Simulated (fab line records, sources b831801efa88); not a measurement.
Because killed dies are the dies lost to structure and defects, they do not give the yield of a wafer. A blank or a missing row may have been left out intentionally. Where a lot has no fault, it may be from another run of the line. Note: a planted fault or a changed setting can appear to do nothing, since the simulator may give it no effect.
Code-filled problem report in 8D (eight disciplines) form | flow sfq-line | the parts of the form that need people (team, actions taken, sign-off) are left out

## 1. PROBLEM STATEMENT
At SFQ_TRILAYER_M5_ETCH_METAL_ETCH_126, bias-w averages 86.04 W over 3 wafers from 2 lots, while fault-free wafers read 80.01 W, standard deviation 0.23. That is +26 standard deviations from the usual mean.
The step: etches Nb in Cl2/BCl3, stops on SiO2, time 203.2 s, target depth 265 nm.
Earliest sighting: wafer L431.2 on rie-metal-04 at day 67 11:53. At this step, 42 wafers from 14 lots have a number in the record. Rule for "out", or "out of limits": more than 4 standard deviations from the usual mean. Any other wafer with a number is counted as sound.

## 2. WHAT IT IS, WHAT IT ISN'T
question                    | is                     | is not
which readings at this step | bias-w                 | drypump-motor-current-A, oes-product-au
which lots                  | L431, L432             | L420, L421, L422, L427, L435, L436, L437, L439, L440, L441, L442, L443
which wafers of those lots  | L431.2, L431.6, L432.4 | L431.3, L432.1, L432.3
read on which tools         | rie-metal-04           | rie-metal-01, rie-metal-03
when                        | from day 67 11:53      | up to then (13 sound wafers); but 26 sound wafers of L432, L435, L436, L437, L439, L440, L441, L442, L443 came after

## 3. SUSPECTS, AND WHAT RULES EACH OUT
Counting: any tool at a process step up to the reading remains a suspect provided it ran every lot that is out. Sound lots after the first of them don't rule it out here, since some wafers of a struck lot are sound.
- rie-metal-04 at SFQ_TRILAYER_I4_VIA_STRIP_STRIP_107 (strips in O2): kept. Ran every lot that is out, first one L431 (day 62 18:53); last sound lot up to then L421 (day 50 19:47).
- rie-metal-04 at SFQ_TRILAYER_M5_ETCH_METAL_ETCH_126 (etches Nb in Cl2/BCl3, stops on SiO2, time 203.2 s, target depth 265 nm): kept. Ran every lot that is out, first one L431 (day 67 11:53); last sound lot up to then L422 (day 65 09:24). Out on those wafers are its own readings of bias-w.
- Within rie-metal-04 at SFQ_TRILAYER_M5_ETCH_METAL_ETCH_126: the wafers that are out ran in chamber 0; their sound lot-mates ran in chamber 1.
After counting, rie-metal-04 at SFQ_TRILAYER_I4_VIA_STRIP_STRIP_107 and rie-metal-04 at SFQ_TRILAYER_M5_ETCH_METAL_ETCH_126 remain.

## 4. THE CAUSE (what the simulator had put in)
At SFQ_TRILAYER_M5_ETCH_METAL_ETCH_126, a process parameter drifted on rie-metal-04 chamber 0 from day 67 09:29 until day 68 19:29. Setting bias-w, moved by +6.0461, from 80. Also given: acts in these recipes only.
Of the 2 suspects that counting leaves, this tool is one.

## 5. THE EFFECT CHAIN, in route order
Rows list readings where the struck wafers' mean (over those with a number) sits beyond 3 standard deviations from the usual. Scope: only readings with a usual standard deviation given in the record; hours: median across lots of the time from each lot's start at the first step in this table that gives one to its start at this step; sigmas: change in usual standard deviations.
hours | step                                | reading | usual   | on struck wafers | change | sigmas
0     | SFQ_TRILAYER_M5_ETCH_METAL_ETCH_126 | bias-w  | 80.01 W | 86.04            | +6.03  | +26
Its process steps:
- SFQ_TRILAYER_M5_ETCH_METAL_ETCH_126: etches Nb in Cl2/BCl3, stops on SiO2, time 203.2 s, target depth 265 nm.

## 6. HOW IT WOULD HAVE BEEN CAUGHT EARLIER
2 hours passed between the start of the fault at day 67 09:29 and the first reading out of limits in this record, taken at day 67 11:53.
